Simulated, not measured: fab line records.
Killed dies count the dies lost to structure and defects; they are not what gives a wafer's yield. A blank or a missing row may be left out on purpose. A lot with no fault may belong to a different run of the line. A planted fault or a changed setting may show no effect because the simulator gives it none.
Which tool was responsible? | flow sky130 | Sampling: 12 lots, 36 wafers, 5 of 708 route steps

== WHAT THE GAUGES SHOWED, per wafer ==
SKY_VT_ADJUST_LVTN_OVL_MEAS_07. Usual: VT_ADJUST_LVTN_OVL typically reads 1.0 nm, with standard deviation 1.6.
lot  | measured     | on         | VT_ADJUST_LVTN_OVL (nm) | flag
L950 | day 7 04:59  | overlay-01 | -0.8 1.2 -0.3           |
L951 | day 7 09:26  | overlay-01 | 2.7 -0.4 1.2            |
L952 | day 7 15:26  | overlay-02 | -0.3 3.3 3.4            |
L953 | day 7 23:25  | overlay-01 | -0.9 0.9 -0.9           |
L956 | day 8 18:01  | overlay-01 | 0.0 0.1 -0.4            |
L957 | day 8 19:50  | overlay-01 | 0.1 -2.2 1.0            |
L958 | day 9 07:07  | overlay-01 | 2.0 5.1 3.0             |
L961 | day 10 11:52 | overlay-01 | 2.0 2.2 1.3             |
L962 | day 10 13:17 | overlay-01 | -2.9 -2.6 -3.0          |
L963 | day 10 20:02 | overlay-02 | 1.4 2.5 2.8             |
L965 | day 11 12:31 | overlay-01 | 0.3 0.6 1.0             |
L972 | day 13 09:01 | overlay-01 | 1.7 2.9 1.5             |

SKY_VT_ADJUST_LVTN_OVL_MEAS_18. Usual: VT_ADJUST_LVTN_01_OVL typically reads -0.4 nm, with standard deviation 1.2.
lot  | measured     | on         | VT_ADJUST_LVTN_01_OVL (nm) | flag
L950 | day 8 00:17  | overlay-02 | 1.4 1.3 1.3                |
L951 | day 8 04:38  | overlay-02 | -0.4 -1.4 0.5              |
L952 | day 8 11:50  | overlay-02 | 1.0 1.9 0.3                |
L953 | day 8 20:08  | overlay-02 | -0.1 -0.1 -0.1             |
L956 | day 9 15:13  | overlay-02 | 0.4 -0.7 0.7               |
L957 | day 9 17:32  | overlay-02 | -2.2 -2.0 -0.3             |
L958 | day 10 04:46 | overlay-01 | 0.2 1.0 -0.6               |
L961 | day 11 11:10 | overlay-02 | -1.3 -0.6 -1.0             |
L962 | day 11 12:59 | overlay-02 | 0.2 -0.4 -0.5              |
L963 | day 11 20:20 | overlay-01 | -2.0 -1.1 -3.0             |
L965 | day 12 13:31 | overlay-01 | 1.0 0.3 1.4                |
L972 | day 14 11:11 | overlay-02 | -0.2 -1.0 0.0              |

SKY_VT_ADJUST_NCORE_TW_MEAS_11. Usual: VT_ADJUST_NCORE_TW typically reads 218.3, with standard deviation 2.
lot  | measured     | on            | VT_ADJUST_NCORE_TW | flag
L950 | day 8 21:58  | film_metro-01 | 219.3 221.7 220.2  |
L951 | day 9 01:47  | film_metro-04 | 216.4 216.0 216.0  |
L952 | day 9 10:11  | film_metro-01 | 220.7 220.6 222.1  |
L953 | day 9 18:14  | film_metro-03 | 219.1 218.4 218.3  |
L956 | day 10 14:37 | film_metro-01 | 220.7 220.5 220.3  |
L957 | day 10 16:22 | film_metro-04 | 215.9 217.4 216.2  |
L958 | day 11 04:13 | film_metro-01 | 218.4 220.0 219.4  |
L961 | day 12 12:03 | film_metro-03 | 219.5 220.1 219.4  |
L962 | day 12 13:38 | film_metro-01 | 221.8 221.0 219.7  |
L963 | day 12 21:05 | film_metro-01 | 197.9 197.5 197.3  | OFF
L965 | day 13 15:37 | film_metro-03 | 196.2 196.1 195.0  | OFF
L972 | day 15 14:34 | film_metro-01 | 219.0 221.1 218.3  |

== WHICH TOOL RAN EACH LOT (tool, then ch and the chambers of the sampled wafers, then the start) ==
lot  | SKY_FIELD_ISO_ETCH_15             | SKY_VT_ADJUST_NCORE_IMPLANT_09
L950 | rie_diel-04 ch 0,3, day 2 10:49   | implanter-04 ch 0, day 8 21:44
L951 | rie_diel-01 ch 0,3, day 2 15:46   | implanter-03 ch 0, day 9 01:34
L952 | rie_diel-02 ch 1,2, day 2 21:42   | implanter-04 ch 0, day 9 09:58
L953 | rie_diel-04 ch 1,3, day 3 03:48   | implanter-04 ch 0, day 9 17:59
L956 | rie_diel-04 ch 0,1,2, day 3 17:37 | implanter-03 ch 0, day 10 14:22
L957 | rie_diel-02 ch 1,2,3, day 3 21:57 | implanter-04 ch 0, day 10 16:07
L958 | rie_diel-02 ch 0,3, day 4 03:33   | implanter-01 ch 0, day 11 03:58
L961 | rie_diel-04 ch 1,3, day 4 20:52   | implanter-04 ch 0, day 12 11:48
L962 | rie_diel-02 ch 2,3, day 5 00:04   | implanter-03 ch 0, day 12 13:24
L963 | rie_diel-02 ch 2,3, day 5 06:16   | implanter-04 ch 0, day 12 20:50
L965 | rie_diel-04 ch 1,2,3, day 5 20:42 | implanter-04 ch 0, day 13 15:22
L972 | rie_diel-04 ch 0,2,3, day 7 04:57 | implanter-01 ch 0, day 15 14:19
- SKY_FIELD_ISO_ETCH_15: etches the open film in CHF3/O2, stops on Si, target depth 180 nm, time 72 s.
- SKY_VT_ADJUST_NCORE_IMPLANT_09

== AS READ BY THE TOOLS THEMSELVES (means over the sampled wafers that have a number; for cases with no such wafer, the mark the record gives instead) ==
SKY_FIELD_ISO_ETCH_15. Usual: drypump_motor_current_A 5.8 A, standard deviation 0.42; oes_product_au 0.948 a.u., standard deviation 0.0073; rf_fwd_power_W 596.9 W, standard deviation 2; throttle_valve_pct 8.845 %, standard deviation 0.0088.
lot  | tool        | drypump_motor_current_A (A) | oes_product_au (a.u.) | rf_fwd_power_W (W) | throttle_valve_pct (%) | flag
L950 | rie_diel-04 | 5.7                         | 0.949                 | 594.3              | 8.848                  |
L951 | rie_diel-01 | 6.0                         | 0.955                 | 595.6              | 8.850                  |
L952 | rie_diel-02 | 5.4                         | 0.953                 | 595.4              | 8.841                  |
L953 | rie_diel-04 | 6.1                         | 0.955                 | 594.5              | 8.852                  |
L956 | rie_diel-04 | 6.1                         | 0.945                 | 597.3              | 8.839                  |
L957 | rie_diel-02 | 5.6                         | 0.946                 | 595.9              | 8.847                  |
L958 | rie_diel-02 | 6.0                         | 0.944                 | 595.9              | 8.843                  |
L961 | rie_diel-04 | 6.1                         | 0.944                 | 596.3              | 8.834                  |
L962 | rie_diel-02 | 5.7                         | 0.944                 | 596.7              | 8.843                  |
L963 | rie_diel-02 | 5.4                         | 0.945                 | 597.9              | 8.852                  |
L965 | rie_diel-04 | 6.1                         | 0.952                 | 598.4              | 8.854                  |
L972 | rie_diel-04 | 5.9                         | 0.955                 | 597.1              | 8.841                  |

SKY_VT_ADJUST_NCORE_IMPLANT_09. Usual: 9.9999 for beam_energy_keV, sd 0.0029.
lot  | tool         | beam_energy_keV | flag
L950 | implanter-04 | 9.9983          |
L951 | implanter-03 | 10.0012         |
L952 | implanter-04 | 9.9979          |
L953 | implanter-04 | 10.0007         |
L956 | implanter-03 | 10.0009         |
L957 | implanter-04 | 10.0040         |
L958 | implanter-01 | 9.9982          |
L961 | implanter-04 | 10.0040         |
L962 | implanter-03 | 10.0015         |
L963 | implanter-04 | 6.1529          | OFF
L965 | implanter-04 | 6.1516          | OFF
L972 | implanter-01 | 9.9974          |

== THE ANSWER, worked out from the rows above alone ==
Rule: a lot counts as off when the mean over its wafers that have a number is more than 3 standard deviations away from the usual mean. Also off: a lot with no number at a reading for which 4 or more lots have one. The other lots that the step has rows for count as sound. The gauges are gone through in route order, then the tools' own readings, and for those a lot's mean is taken as printed above. The first step at which some lot is off is used, and at that step the reading that is off furthest; a lot without a number counts as furthest.
Off: L963, L965, at SKY_VT_ADJUST_NCORE_TW_MEAS_11 (VT_ADJUST_NCORE_TW).
If a tool, at a process step before that reading, ran all the lots that are off and no sound lot after the first of them, it fits. The gauges at SKY_VT_ADJUST_NCORE_TW_MEAS_11 aren't tried: what is off there is off at SKY_VT_ADJUST_NCORE_IMPLANT_09 too, on other tools, and a gauge's error can't cause that. One fits: SKY_VT_ADJUST_NCORE_IMPLANT_09 on implanter-04. A fault onset in the window from L961 (day 12 11:48, its last sound lot) to L963 (day 12 20:50, its first lot off) fits.
The tool's own readings at SKY_VT_ADJUST_NCORE_IMPLANT_09 bear it out: on the lots that are off they differ by more than 5 times the standard deviation of the sound lots' means. beam_energy_keV reads 6.1523 there against 10.0004 on the sound lots.

== WHAT THE SIMULATOR HAD PUT IN ==
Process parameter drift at SKY_VT_ADJUST_NCORE_IMPLANT_09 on implanter-04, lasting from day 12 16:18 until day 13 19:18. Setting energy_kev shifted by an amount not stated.
Lots struck among those shown: L963, L965. The rule above found the same.
